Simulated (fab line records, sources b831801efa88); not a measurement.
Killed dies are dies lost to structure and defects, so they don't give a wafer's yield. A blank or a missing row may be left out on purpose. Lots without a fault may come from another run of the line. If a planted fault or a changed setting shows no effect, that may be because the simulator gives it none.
Which tool was responsible? / flow gf180mcu / Sampling: 12 lots, 36 wafers, 4 of 602 route steps

## WHAT THE GAUGES SHOWED, per wafer
GF_PASSIVATION_THK_MEAS_03. Usual: PASSIVATION_CVD_02_THK 699 nm, standard deviation 8.2.
lot=L483; measured=day 29 10:29; on=film metro-02; PASSIVATION_CVD_02_THK (nm)=700 707 701; flag=
lot=L485; measured=day 30 01:01; on=film metro-04; PASSIVATION_CVD_02_THK (nm)=701 698 712; flag=
lot=L486; measured=day 30 03:40; on=film metro-01; PASSIVATION_CVD_02_THK (nm)=699 702 696; flag=
lot=L488; measured=day 30 11:13; on=film metro-04; PASSIVATION_CVD_02_THK (nm)=698 698 695; flag=
lot=L489; measured=day 30 22:35; on=film metro-04; PASSIVATION_CVD_02_THK (nm)=700 696 708; flag=
lot=L490; measured=day 31 07:53; on=film metro-04; PASSIVATION_CVD_02_THK (nm)=692 711 699; flag=
lot=L492; measured=day 31 16:20; on=film metro-01; PASSIVATION_CVD_02_THK (nm)=693 686 707; flag=
lot=L493; measured=day 32 01:13; on=film metro-04; PASSIVATION_CVD_02_THK (nm)=696 701 713; flag=
lot=L496; measured=day 32 16:37; on=film metro-02; PASSIVATION_CVD_02_THK (nm)=686 707 707; flag=
lot=L500; measured=day 33 15:13; on=film metro-01; PASSIVATION_CVD_02_THK (nm)=697 696 706; flag=
lot=L502; measured=day 34 01:02; on=film metro-01; PASSIVATION_CVD_02_THK (nm)=694 699 695; flag=
lot=L503; measured=day 34 05:33; on=film metro-04; PASSIVATION_CVD_02_THK (nm)=699 693 699; flag=

## WHAT TOOL EACH LOT RAN ON (gives the tool, then ch and the chambers of the sampled wafers, and finally the start)
lot=L483; GF_M2_METAL_ETCH_16=rie metal-04 ch 0,1, day 20 17:59; GF_V5_ETCH_17=rie diel-04 ch 1,2,3, day 28 13:54 or earlier; GF_TOP_METAL_SPUTTER_01=pvd sputter-01, day 28 13:54
lot=L485; GF_M2_METAL_ETCH_16=rie metal-04 ch 0,1, day 21 12:20; GF_V5_ETCH_17=rie diel-03 ch 0,2, day 29 03:52 or earlier; GF_TOP_METAL_SPUTTER_01=pvd sputter-04, day 29 03:52
lot=L486; GF_M2_METAL_ETCH_16=rie metal-03 ch 0,1, day 21 16:44; GF_V5_ETCH_17=rie diel-04 ch 0,2,3, day 29 07:49 or earlier; GF_TOP_METAL_SPUTTER_01=pvd sputter-02, day 29 07:49
lot=L488; GF_M2_METAL_ETCH_16=rie metal-01 ch 0,1, day 22 02:17; GF_V5_ETCH_17=rie diel-04 ch 0,1,2, day 29 14:58 or earlier; GF_TOP_METAL_SPUTTER_01=pvd sputter-01, day 29 14:58
lot=L489; GF_M2_METAL_ETCH_16=rie metal-01 ch 0,1, day 22 17:08; GF_V5_ETCH_17=rie diel-03 ch 2,3, day 30 03:37 or earlier; GF_TOP_METAL_SPUTTER_01=pvd sputter-01, day 30 03:37
lot=L490; GF_M2_METAL_ETCH_16=rie metal-03 ch 0,1, day 23 05:44; GF_V5_ETCH_17=rie diel-03 ch 0,1, day 30 12:58 or earlier; GF_TOP_METAL_SPUTTER_01=pvd sputter-04, day 30 12:58
lot=L492; GF_M2_METAL_ETCH_16=rie metal-01 ch 0,1, day 23 14:16; GF_V5_ETCH_17=rie diel-03 ch 1,2,3, day 30 21:13 or earlier; GF_TOP_METAL_SPUTTER_01=pvd sputter-04, day 30 21:13
lot=L493; GF_M2_METAL_ETCH_16=rie metal-03 ch 0,1, day 24 01:38; GF_V5_ETCH_17=rie diel-03 ch 1,2, day 31 06:38 or earlier; GF_TOP_METAL_SPUTTER_01=pvd sputter-01, day 31 06:38
lot=L496; GF_M2_METAL_ETCH_16=rie metal-03 ch 0, day 24 23:44; GF_V5_ETCH_17=rie diel-01 ch 2,3, day 31 22:52 or earlier; GF_TOP_METAL_SPUTTER_01=pvd sputter-02, day 31 22:52
lot=L500; GF_M2_METAL_ETCH_16=rie metal-03 ch 0,1, day 26 04:32; GF_V5_ETCH_17=rie diel-03 ch 0,2,3, day 32 22:04 or earlier; GF_TOP_METAL_SPUTTER_01=pvd sputter-01, day 32 22:04
lot=L502; GF_M2_METAL_ETCH_16=rie metal-01 ch 0,1, day 26 16:11; GF_V5_ETCH_17=rie diel-04 ch 1,2,3, day 33 08:07 or earlier; GF_TOP_METAL_SPUTTER_01=pvd sputter-04, day 33 08:07
lot=L503; GF_M2_METAL_ETCH_16=rie metal-04 ch 0,1, day 26 22:59; GF_V5_ETCH_17=rie diel-03 ch 1,2,3, day 33 13:01 or earlier; GF_TOP_METAL_SPUTTER_01=pvd sputter-02, day 33 13:01
- GF_M2_METAL_ETCH_16: etches the open film in Cl2/BCl3, stops on SiO2, target depth 750.8 nm, time 125.1 s.
- GF_V5_ETCH_17: etches SiO2 in C4F8/O2/Ar, stops on TiN, target depth 855 nm.
- GF_TOP_METAL_SPUTTER_01: material TiN, target thk 30 nm, time 25 s.

## WHAT THE TOOLS THEMSELVES READ (means of the sampled wafers that have a number; where no wafer has one, the mark that the record gives instead)
GF_M2_METAL_ETCH_16. Usual: bcl3 flow sccm 40.02 sccm, standard deviation 0.12; drypump motor current A 6.1 A, standard deviation 0.35; mfc cl2 sccm 79.99 sccm, standard deviation 0.25; oes product au 0.992 a.u., standard deviation 0.0059; throttle valve pct 28.227 %, standard deviation 0.0099.
lot=L483; tool=rie metal-04; bcl3 flow sccm (sccm)=40.04; drypump motor current A (A)=5.8; mfc cl2 sccm (sccm)=80.00; oes product au (a.u.)=0.999; throttle valve pct (%)=28.229; flag=
lot=L485; tool=rie metal-04; bcl3 flow sccm (sccm)=39.96; drypump motor current A (A)=5.8; mfc cl2 sccm (sccm)=79.89; oes product au (a.u.)=0.995; throttle valve pct (%)=28.221; flag=
lot=L486; tool=rie metal-03; bcl3 flow sccm (sccm)=39.95; drypump motor current A (A)=6.7; mfc cl2 sccm (sccm)=80.04; oes product au (a.u.)=0.990; throttle valve pct (%)=28.225; flag=
lot=L488; tool=rie metal-01; bcl3 flow sccm (sccm)=39.96; drypump motor current A (A)=6.1; mfc cl2 sccm (sccm)=79.93; oes product au (a.u.)=0.994; throttle valve pct (%)=28.233; flag=
lot=L489; tool=rie metal-01; bcl3 flow sccm (sccm)=40.14; drypump motor current A (A)=6.0; mfc cl2 sccm (sccm)=80.07; oes product au (a.u.)=0.988; throttle valve pct (%)=28.225; flag=
lot=L490; tool=rie metal-03; bcl3 flow sccm (sccm)=39.99; drypump motor current A (A)=6.6; mfc cl2 sccm (sccm)=80.01; oes product au (a.u.)=0.992; throttle valve pct (%)=28.230; flag=
lot=L492; tool=rie metal-01; bcl3 flow sccm (sccm)=39.99; drypump motor current A (A)=6.0; mfc cl2 sccm (sccm)=80.07; oes product au (a.u.)=1.000; throttle valve pct (%)=28.225; flag=
lot=L493; tool=rie metal-03; bcl3 flow sccm (sccm)=40.26; drypump motor current A (A)=6.5; mfc cl2 sccm (sccm)=80.15; oes product au (a.u.)=0.997; throttle valve pct (%)=28.226; flag=
lot=L496; tool=rie metal-03; bcl3 flow sccm (sccm)=40.09; drypump motor current A (A)=6.8; mfc cl2 sccm (sccm)=80.21; oes product au (a.u.)=0.988; throttle valve pct (%)=28.227; flag=
lot=L500; tool=rie metal-03; bcl3 flow sccm (sccm)=40.12; drypump motor current A (A)=6.7; mfc cl2 sccm (sccm)=79.95; oes product au (a.u.)=0.989; throttle valve pct (%)=28.229; flag=
lot=L502; tool=rie metal-01; bcl3 flow sccm (sccm)=39.87; drypump motor current A (A)=6.1; mfc cl2 sccm (sccm)=79.89; oes product au (a.u.)=0.993; throttle valve pct (%)=28.216; flag=
lot=L503; tool=rie metal-04; bcl3 flow sccm (sccm)=39.92; drypump motor current A (A)=5.8; mfc cl2 sccm (sccm)=80.14; oes product au (a.u.)=0.988; throttle valve pct (%)=28.233; flag=

GF_V5_ETCH_17. Usual: oes product au reads 0.860 a.u. (standard deviation 0.0048).
lot=L483; tool=rie diel-04; oes product au (a.u.)=0.866; flag=
lot=L485; tool=rie diel-03; oes product au (a.u.)=0.858; flag=
lot=L486; tool=rie diel-04; oes product au (a.u.)=0.861; flag=
lot=L488; tool=rie diel-04; oes product au (a.u.)=0.861; flag=
lot=L489; tool=rie diel-03; oes product au (a.u.)=0.861; flag=
lot=L490; tool=rie diel-03; oes product au (a.u.)=0.860; flag=
lot=L492; tool=rie diel-03; oes product au (a.u.)=0.859; flag=
lot=L493; tool=rie diel-03; oes product au (a.u.)=0.860; flag=
lot=L496; tool=rie diel-01; oes product au (a.u.)=0.858; flag=
lot=L500; tool=rie diel-03; oes product au (a.u.)=0.860; flag=
lot=L502; tool=rie diel-04; oes product au (a.u.)=0.857; flag=
lot=L503; tool=rie diel-03; oes product au (a.u.)=0.861; flag=

GF_TOP_METAL_SPUTTER_01. Usual: throttle valve pct reads 29.8 % (standard deviation 0.8).
lot=L483; tool=pvd sputter-01; throttle valve pct (%)=29.5; flag=
lot=L485; tool=pvd sputter-04; throttle valve pct (%)=29.2; flag=
lot=L486; tool=pvd sputter-02; throttle valve pct (%)=29.3; flag=
lot=L488; tool=pvd sputter-01; throttle valve pct (%)=30.1; flag=
lot=L489; tool=pvd sputter-01; throttle valve pct (%)=29.4; flag=
lot=L490; tool=pvd sputter-04; throttle valve pct (%)=29.4; flag=
lot=L492; tool=pvd sputter-04; throttle valve pct (%)=29.3; flag=
lot=L493; tool=pvd sputter-01; throttle valve pct (%)=29.6; flag=
lot=L496; tool=pvd sputter-02; throttle valve pct (%)=30.2; flag=
lot=L500; tool=pvd sputter-01; throttle valve pct (%)=30.0; flag=
lot=L502; tool=pvd sputter-04; throttle valve pct (%)=30.4; flag=
lot=L503; tool=pvd sputter-02; throttle valve pct (%)=30.5; flag=

## THE ANSWER, worked out from the rows above alone
Rule: a lot is off if the mean of its wafers that have a number lies more than 3 standard deviations from the usual mean. A lot without any number at a reading at which 4 lots or more have one is off too. The other lots that the step has rows for count as sound. After the gauges, taken in route order, come the tools' own readings; for these a lot's mean is taken, as printed above. The first step at which some lot is off is used, and at that step the reading that is off furthest; a lot without a number counts as furthest.
Nothing can be told from this: no lot is off at any reading shown.

## WHAT THE SIMULATOR PUT IN
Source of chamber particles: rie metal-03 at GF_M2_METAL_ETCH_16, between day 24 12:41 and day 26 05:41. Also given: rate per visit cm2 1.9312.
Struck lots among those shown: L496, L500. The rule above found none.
